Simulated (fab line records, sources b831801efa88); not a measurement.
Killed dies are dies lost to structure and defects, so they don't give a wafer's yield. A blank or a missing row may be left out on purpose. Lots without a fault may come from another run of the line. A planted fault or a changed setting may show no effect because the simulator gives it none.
fab line records | flow sfq_line
record lots=14 wafers=41 last_day=81
route steps=325 shown JJ@192 M5@207 I5@238 I7@297
lots that met no fault: from a run of the same line without faults
start_h: hours from the record's first day to the start of the lot's first wafer shown | wait_h: hours since the lot's step before | " the same as in the row above | L1.1+2: a row that stands for several wafers | - no value, or no start given | * or withheld: withheld | < > ~ a bound
route shown NAME@n: a module of which the file shows steps, and the number in the route of the first | usual: mean/standard deviation of fault-free wafers | same: alike in all rows | chamber/n: place in a boat | sites: the reading at each site | _std_site: their standard deviation | _edge_site: outer sites' mean less inner sites' | radius_mm: how far each site lies from the wafer's centre | mask NAME#n: copy n | behind: the tool/chamber that last shaped the wafer | hold: why the lot was held/for how many hours/how that ended | device: the transistor (n, p or np) that didn't switch | end of line: the same wafers' tests at the end of the route | a step without rows: its recipe alone | killed: dies lost to structure and defects at the first sort, not the wafer's yield | map: a wafer's dies, x killed, . not, _ none there
set.NAME: the setting as run; set.NAME@STEP: as run at that earlier step | model.NAME: the simulator's own value behind a step, which no gauge read
steps of the route over a sample of lots; a table a step, a row a wafer
services: from which hour (start_h, from the record's first day; less than 0 if before it) a tool's chamber was out of use, for how many hours, and why
## steps
# step SFQ_TRILAYER_JJ_CE_METRO_MEASURE_117
# usual cd_nm=700.1/1.3
# columns lot.wafer tool chamber start_h wait_h cd_nm
L130.2 cd_sem-02 - 889.82 0.2 698.0
L130.4 " - " " 697.2
L130.6 " - " " 699.1
L131.3 cd_sem-01 - 892.42 0.4 702.1
L131.4 " - " " 702.2
L131.5 " - " " 702.2
L135.4 cd_sem-01 - 933.16 0.6 700.9
L135.5 " - " " 700.1
L135.6 " - " " 699.0
L136.3 cd_sem-01 - 937.40 0.4 700.0
L136.4 " - " " 700.4
L136.5 " - " " 699.3
L141.1 cd_sem-02 - 1140.57 0.0 701.0
L141.4 " - " " 700.5
L141.5 " - " " 701.2
L142.3 cd_sem-01 - 1409.41 0.4 700.7
L142.6 " - " " 702.3
L143.1 cd_sem-02 - 1410.21 0.0 701.4
L143.3 " - " " 700.9
L143.4 " - " " 701.0
L144.1 cd_sem-01 - 1412.73 0.0 701.3
L144.2 " - " " 701.0
L144.6 " - " " 700.8
L146.2 cd_sem-01 - 1417.78 0.2 698.9
L146.5 " - " " 699.5
L146.6 " - " " 699.8
L147.1 cd_sem-02 - 1421.27 0.0 700.4
L147.5 " - " " 701.0
L147.6 " - " " 700.9
L150.2 cd_sem-01 - 1431.85 0.2 698.7
L150.4 " - " " 699.5
L150.5 " - " " 699.6
L151.1 cd_sem-01 - 1432.85 0.0 701.5
L151.2 " - " " 701.4
L151.3 " - " " 703.5
L152.1 cd_sem-01 - 1434.05 0.0 701.0
L152.4 " - " " 701.4
L152.5 " - " " 701.1
L153.2 cd_sem-02 - 1435.45 0.2 700.1
L153.4 " - " " 699.7
L153.5 " - " " 699.5
# step SFQ_TRILAYER_M5_STRIP_STRIP_127
# recipe gas=O2 power_w=200 platen_temp_c=40 overash_fraction=0.65 chemistry=O2 pressure_mtorr=50
# usual chamber_pressure_mTorr=50.00/0.041 drypump_motor_current_A=5.9/0.4 oes_product_au=1.004/0.0088
# columns lot.wafer tool chamber start_h wait_h chamber_pressure_mTorr drypump_motor_current_A oes_product_au rf_hours_counter_h
L130.2 rie_metal-01 1 1026.14 0.1 49.92 5.7 0.991 37
L130.4 " 0 " " 50.05 5.8 0.999 -
L130.6 " 1 " " 49.95 5.7 1.001 -
L131.3 rie_metal-02 1 1027.54 0.3 50.02 5.2 0.995 -
L131.4 " 0 " " 49.98 6.5 1.002 -
L131.5 " 1 " " 50.02 5.2 0.996 -
L135.4 rie_metal-01 1 1070.87 0.3 49.97 5.7 0.985 -
L135.5 " 0 " " 49.95 5.8 1.005 -
L135.6 " 1 " " 50.04 5.7 0.994 -
L136.3 rie_metal-04 1 1072.07 0.3 50.01 5.7 0.990 -
L136.4 " 0 " " 49.94 6.3 1.016 -
L136.5 " 0 " " 49.97 6.3 1.009 -
L141.1 rie_metal-04 1 1150.42 0.1 50.03 5.7 0.999 27
L141.4 " 1 " " 50.00 5.7 0.997 -
L141.5 " 1 " " 50.01 5.7 0.999 -
L142.3 rie_metal-04 0 1421.19 0.3 49.98 6.3 1.012 -
L142.6 " 1 " " 49.98 5.7 1.000 -
L143.1 rie_metal-02 1 1422.44 0.3 50.04 5.2 1.009 47
L143.3 " 1 " " 49.98 5.2 1.002 -
L143.4 " 1 " " 50.02 5.2 1.006 -
L144.1 rie_metal-01 0 1423.38 0.1 50.03 5.8 1.009 68
L144.2 " 1 " " 50.00 5.7 1.000 97
L144.6 " 1 " " 49.93 5.7 1.001 -
L146.2 rie_metal-02 0 1425.78 0.1 49.98 6.5 1.019 13
L146.5 " 1 " " 50.05 5.2 0.997 -
L146.6 " 0 " " 49.97 6.5 1.020 -
L147.1 rie_metal-01 1 1426.98 0.1 50.00 5.8 1.004 97
L147.5 " 1 " " 49.92 5.8 1.003 -
L147.6 " 0 " " 49.96 5.8 1.016 -
L150.2 rie_metal-04 1 1436.99 0.1 50.03 5.7 0.998 70
L150.4 " 0 " " 50.01 6.3 1.010 -
L150.5 " 1 " " 49.97 5.7 1.001 -
L151.1 rie_metal-02 0 1438.19 0.1 49.91 6.5 1.010 15
L151.2 " 1 " " 49.98 5.2 0.991 50
L151.3 " 1 " " 49.96 5.2 1.001 -
L152.1 rie_metal-04 0 1439.39 0.1 49.96 6.3 1.017 127
L152.4 " 1 " " 50.06 5.7 1.007 -
L152.5 " 0 " " 50.02 6.3 1.014 -
L153.2 rie_metal-04 1 1440.59 0.1 50.01 5.7 1.008 72
L153.4 " 0 " " 49.96 6.3 1.013 -
L153.5 " 0 " " 49.93 6.3 1.010 -
# step SFQ_TRILAYER_I5_STRIP_STRIP_148
# recipe gas=O2 power_w=200 platen_temp_c=40 overash_fraction=0.65 chemistry=O2 pressure_mtorr=50
# usual chamber_pressure_mTorr=50.00/0.049 drypump_motor_current_A=5.9/0.44 oes_product_au=1.005/0.0089
# columns lot.wafer tool chamber start_h wait_h chamber_pressure_mTorr drypump_motor_current_A oes_product_au rf_hours_counter_h
L130.2 rie_metal-02 0 1233.07 - 49.97 6.5 0.998 126
L130.4 " 1 " " 49.97 5.2 1.007 -
L130.6 " 0 " " 50.01 6.5 1.005 -
L131.3 rie_metal-04 0 1236.87 - 49.91 6.4 1.012 -
L131.4 " 1 " " 50.10 5.7 0.996 -
L131.5 " 1 " " 50.02 5.7 1.002 -
L135.4 rie_metal-03 1 1245.34 - 49.97 6.3 1.000 -
L135.5 " 1 " " 49.92 6.3 1.017 -
L135.6 " 0 " " 50.00 5.5 0.998 -
L136.3 rie_metal-04 0 1250.07 - 50.07 6.3 1.017 -
L136.4 " 1 " " 49.97 5.7 1.000 -
L136.5 " 0 " " 50.06 6.3 1.016 -
L141.1 rie_metal-02 0 1300.53 - 49.94 6.5 1.010 132
L141.4 " 0 " " 50.02 6.5 0.995 -
L141.5 " 0 " " 49.99 6.5 1.005 -
L142.3 rie_metal-04 0 1462.00 - 50.07 6.3 1.014 -
L142.6 " 1 " " 50.03 5.7 1.005 -
L143.1 rie_metal-02 1 1463.00 - 50.03 5.2 1.011 55
L143.3 " 1 " " 50.02 5.2 1.013 -
L143.4 " 0 " " 50.00 6.5 1.013 -
L144.1 rie_metal-03 1 1464.20 - 50.04 6.3 1.001 53
L144.2 " 0 " " 49.99 5.6 1.000 85
L144.6 " 1 " " 50.00 6.3 0.999 -
L146.2 rie_metal-03 1 1632.54 - 49.96 6.3 1.015 76
L146.5 " 0 " " 50.09 5.5 1.000 -
L146.6 " 1 " " 49.95 6.3 1.020 -
L147.1 rie_metal-04 1 1633.74 - 49.96 5.7 0.998 101
L147.5 " 1 " " 49.98 5.7 0.993 -
L147.6 " 0 " " 49.98 6.3 1.010 -
L150.2 rie_metal-03 1 1637.34 - 49.94 6.3 1.002 76
L150.4 " 1 " " 50.05 6.3 0.997 -
L150.5 " 0 " " 49.97 5.6 0.997 -
L151.1 rie_metal-03 1 1639.74 - 49.89 6.3 1.016 77
L151.2 " 0 " " 49.96 5.5 0.995 113
L151.3 " 0 " " 49.98 5.5 1.005 -
L152.1 rie_metal-04 0 1640.94 - 49.98 6.3 0.999 8
L152.4 " 1 " " 50.00 5.7 1.007 -
L152.5 " 1 " " 50.00 5.7 0.994 -
L153.2 rie_metal-04 0 1645.84 - 50.02 6.3 0.998 9
L153.4 " 1 " " 49.92 5.7 1.005 -
L153.5 " 1 " " 50.05 5.7 0.993 -
# step SFQ_TRILAYER_I7_CMP_CMP_184
# recipe material=SiO2 down_force_psi=3 platen_rpm=60 pad_velocity_m_s=0.94248
# usual edge_zone_pressure_frac=1.000/0.0048 motor_current_A=10.3/0.84 time_to_endpoint_s=216/7.2
# columns lot.wafer tool chamber start_h wait_h edge_zone_pressure_frac motor_current_A time_to_endpoint_s
L130.4 cmp-02 2 1420.89 28.1 1.004 9.8 220
L130.2 " 0 1421.89 29.2 1.001 11.2 204
L130.6 " 3 1423.39 30.6 1.003 9.9 216
L131.4 cmp-02 3 1492.89 10.7 1.005 9.9 199
L131.3 " 0 " " 0.990 11.0 203
L131.5 " 3 1494.89 12.7 1.008 9.9 201
L135.4 cmp-02 2 1588.04 1.5 0.999 9.5 221
L135.6 " 3 " " 1.004 10.0 210
L135.5 " 0 " " 0.997 11.4 215
L136.4 cmp-02 1 1600.32 0.5 1.007 9.0 210
L136.3 " 3 1601.32 1.5 1.005 10.1 209
L136.5 " 1 1602.32 2.5 1.005 9.2 211
L141.1 cmp-01 1 1629.82 6.2 0.990 11.2 216
L141.4 " 0 1631.32 7.7 0.999 11.4 215
L141.5 " 1 " " 0.992 10.7 213
L142.3 cmp-02 2 1631.42 6.6 0.999 9.5 276
L142.6 " 2 1633.42 8.6 1.002 9.4 275
L143.3 cmp-02 2 1636.92 7.3 0.998 9.6 276
L143.1 " 3 " " 0.997 10.0 208
L143.4 " 0 " " 0.999 10.5 216
L144.1 cmp-01 2 1639.32 8.5 1.003 10.4 220
L144.2 " 0 1640.32 9.5 0.993 11.9 227
L144.6 " 2 1641.32 10.5 1.000 9.9 219
L146.2 cmp-02 0 1773.77 1.6 1.003 11.2 211
L146.6 " 3 1775.27 3.0 0.992 10.0 216
L146.5 " 0 " " 0.994 10.4 220
L147.1 cmp-02 2 1777.27 3.6 1.000 9.8 218
L147.5 " 0 1778.27 4.6 1.004 10.5 228
L147.6 " 1 " " 0.992 9.0 226
L150.4 cmp-02 0 1782.27 5.2 1.000 11.1 216
L150.2 " 1 " " 1.004 9.1 216
L150.5 " 1 1784.77 7.7 1.002 9.0 225
L151.2 cmp-02 3 1785.27 5.9 1.007 9.8 211
L151.3 " 1 1786.27 6.9 1.004 8.9 216
L151.1 " 2 " " 1.009 10.1 221
L152.1 cmp-02 1 1788.27 6.5 0.996 8.7 218
L152.4 " 2 " " 0.999 9.6 228
L152.5 " 1 1790.27 8.4 0.995 9.3 223
L153.2 cmp-01 1 1789.91 5.7 1.005 11.5 214
L153.4 " 3 1790.91 6.7 1.005 11.3 223
L153.5 " 1 1791.91 7.7 1.005 11.2 215
# step SFQ_TRILAYER_I7_METRO_MEASURE_185
# usual thk_nm=200.0/0.89
# columns lot.wafer tool chamber start_h wait_h thk_nm
L130.2 film_metro-04 - 1424.21 0.3 199.2
L130.4 " - " " 200.6
L130.6 " - " " 199.3
L131.3 film_metro-02 - 1496.41 0.5 198.8
L131.4 " - " " 199.2
L131.5 " - " " 198.7
L135.4 film_metro-04 - 1590.26 0.6 200.5
L135.5 " - " " 198.0
L135.6 " - " " 199.8
L136.3 film_metro-03 - 1603.34 0.5 199.8
L136.4 " - " " 200.0
L136.5 " - " " 199.8
L141.1 film_metro-02 - 1632.94 0.1 200.4
L141.4 " - " " 201.1
L141.5 " - " " 200.4
L142.3 film_metro-03 - 1634.44 0.5 304.3
L142.6 " - " " 303.0
L143.1 film_metro-04 - 1640.04 0.1 199.7
L143.3 " - " " 303.8
L143.4 " - " " 199.7
L144.1 film_metro-02 - 1641.94 0.1 200.1
L144.2 " - " " 200.4
L144.6 " - " " 199.4
L146.2 film_metro-02 - 1776.59 0.3 200.0
L146.5 " - " " 199.8
L146.6 " - " " 200.1
L147.1 film_metro-03 - 1779.39 0.1 200.8
L147.5 " - " " 200.4
L147.6 " - " " 201.8
L150.2 film_metro-03 - 1785.59 0.3 199.8
L150.4 " - " " 198.9
L150.5 " - " " 200.1
L151.1 film_metro-03 - 1788.39 0.1 200.4
L151.2 " - " " 200.0
L151.3 " - " " 201.0
L152.1 film_metro-02 - 1791.39 0.1 200.2
L152.4 " - " " 199.8
L152.5 " - " " 200.0
L153.2 film_metro-03 - 1792.73 0.3 199.8
L153.4 " - " " 201.1
L153.5 " - " " 198.5
# step SFQ_TRILAYER_I7_VIA_ETCH_VIA_ETCH_190
# recipe target=SiO2 stop_on=Nb mask_material=PR taper_deg=20 chemistry=CHF3 target_depth_nm=260 source_w=500 bias_w=80 pressure_mtorr=30 time_s=withheld
# usual chamber_pressure_mTorr=30.002/0.028 drypump_motor_current_A=5.8/0.49 oes_product_au=0.854/0.005
# columns lot.wafer tool chamber start_h wait_h chamber_pressure_mTorr drypump_motor_current_A oes_product_au
L130.2 rie_diel-03 1 1527.77 0.0 30.058 5.6 0.849
L130.4 " 2 " " 29.982 6.4 0.858
L130.6 " 1 " " 30.011 5.6 0.856
L131.3 rie_diel-03 2 1530.02 0.0 30.005 6.4 0.851
L131.4 " 3 " " 29.956 5.0 0.849
L131.5 " 2 " " 30.038 6.4 0.851
L135.4 rie_diel-03 2 1593.18 0.0 30.036 6.4 0.849
L135.5 " 0 " " 30.018 6.4 0.842
L135.6 " 1 " " 29.942 5.5 0.849
L136.3 rie_diel-03 1 1606.59 0.0 29.995 5.6 0.865
L136.4 " 0 " " 30.063 6.5 0.854
L136.5 " 1 " " 29.985 5.5 0.855
L141.1 rie_diel-03 3 1703.72 0.0 29.974 5.0 0.857
L141.4 " 2 " " 29.976 6.4 0.859
L141.5 " 0 " " 30.011 6.4 0.865
L142.3 rie_diel-04 1 1706.12 0.0 29.962 5.3 1.008
L142.6 " 0 " " 30.012 6.1 0.986
L143.1 rie_diel-02 0 1713.07 0.0 29.997 6.5 0.859
L143.3 " 1 " " 29.969 5.4 1.005
L143.4 " 2 " " 29.985 5.4 0.847
L144.1 rie_diel-03 0 1714.39 0.0 30.036 6.5 0.851
L144.2 " 3 " " 30.006 5.0 0.846
L144.6 " 1 " " 29.973 5.6 0.853
L146.2 rie_diel-02 2 1846.98 0.0 30.000 5.4 0.852
L146.5 " 0 " " 30.031 6.4 0.850
L146.6 " 2 " " 30.023 5.4 0.857
L147.1 rie_diel-04 0 1849.38 0.0 30.007 6.1 0.856
L147.5 " 1 " " 30.022 5.3 0.851
L147.6 " 2 " " 30.008 6.1 0.863
L150.2 rie_diel-03 3 1854.18 0.0 29.981 5.0 0.855
L150.4 " 1 " " 29.982 5.6 0.849
L150.5 " 3 " " 29.998 5.0 0.850
L151.1 rie_diel-02 0 1857.78 0.0 29.987 6.4 0.853
L151.2 " 3 " " 30.047 6.2 0.855
L151.3 " 1 " " 30.019 5.4 0.858
L152.1 rie_diel-02 0 1862.58 0.0 29.968 6.4 0.849
L152.4 " 1 " " 29.981 5.4 0.863
L152.5 " 3 " " 29.986 6.3 0.853
L153.2 rie_diel-04 1 1864.98 0.0 30.008 5.3 0.849
L153.4 " 0 " " 29.975 6.1 0.852
L153.5 " 3 " " 29.941 5.5 0.864
## services
# columns tool chamber start_h hours kind
cmp-02 - 885.86 6.5 pm
cmp-02 - 916.33 4.0 pm
cmp-02 - 1189.89 4.5 repair
cmp-02 - 1191.83 1.5 repair
cmp-02 - 1213.80 5.4 repair
cmp-02 - 1229.82 1.4 repair
cmp-02 - 1244.15 5.0 pm
cmp-02 - 1253.39 6.7 pm
cmp-02 - 1260.08 4.0 pm
rie_metal-04 - 1313.00 1.2 repair
cmp-02 - 1364.77 0.6 repair
cmp-02 - 1391.90 4.4 repair
cmp-02 - 1420.08 0.8 repair
cmp-02 - 1436.23 1.8 repair
cmp-02 - 1543.68 1.2 repair
cmp-02 - 1553.62 10.3 pm
cmp-02 - 1563.31 1.3 repair
rie_metal-04 - 1576.27 0.4 repair
cmp-02 - 1602.82 4.0 pm
cmp-02 - 1611.48 0.3 repair
cmp-02 - 1642.71 5.2 repair
cmp-02 - 1720.66 1.4 repair
rie_metal-04 0 1758.31 10.0 repair
rie_metal-04 - 1824.80 1.0 repair
## key
first_sign step=SFQ_TRILAYER_I7_CMP_CMP_184 reading=time_to_endpoint_s direction=up sigmas=8.3 usual=* struck=*
effect step=SFQ_TRILAYER_I7_METRO_MEASURE_185 reading=thk_nm direction=up sigmas=99+ usual=200.0 struck=303.7
effect step=SFQ_TRILAYER_I7_VIA_ETCH_VIA_ETCH_190 reading=oes_product_au direction=up sigmas=29 usual=0.854 struck=1.000
met_at SFQ_TRILAYER_I7_CMP_CMP_184
struck_lots L142,L143
struck_wafers L142.3,L142.6,L143.3
not_acting_at SFQ_TRILAYER_JJ_CE_METRO_MEASURE_117,SFQ_TRILAYER_M5_STRIP_STRIP_127,SFQ_TRILAYER_I5_STRIP_STRIP_148
onset_between 1600.32 1631.42
fault kind=process_parameter_drift tool=cmp-02 chamber=- onset_h=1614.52 steps=SFQ_TRILAYER_I7_CMP_CMP_184 channel=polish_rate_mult offset=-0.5 shape=step end_h=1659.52 scope=struck_wafers_only
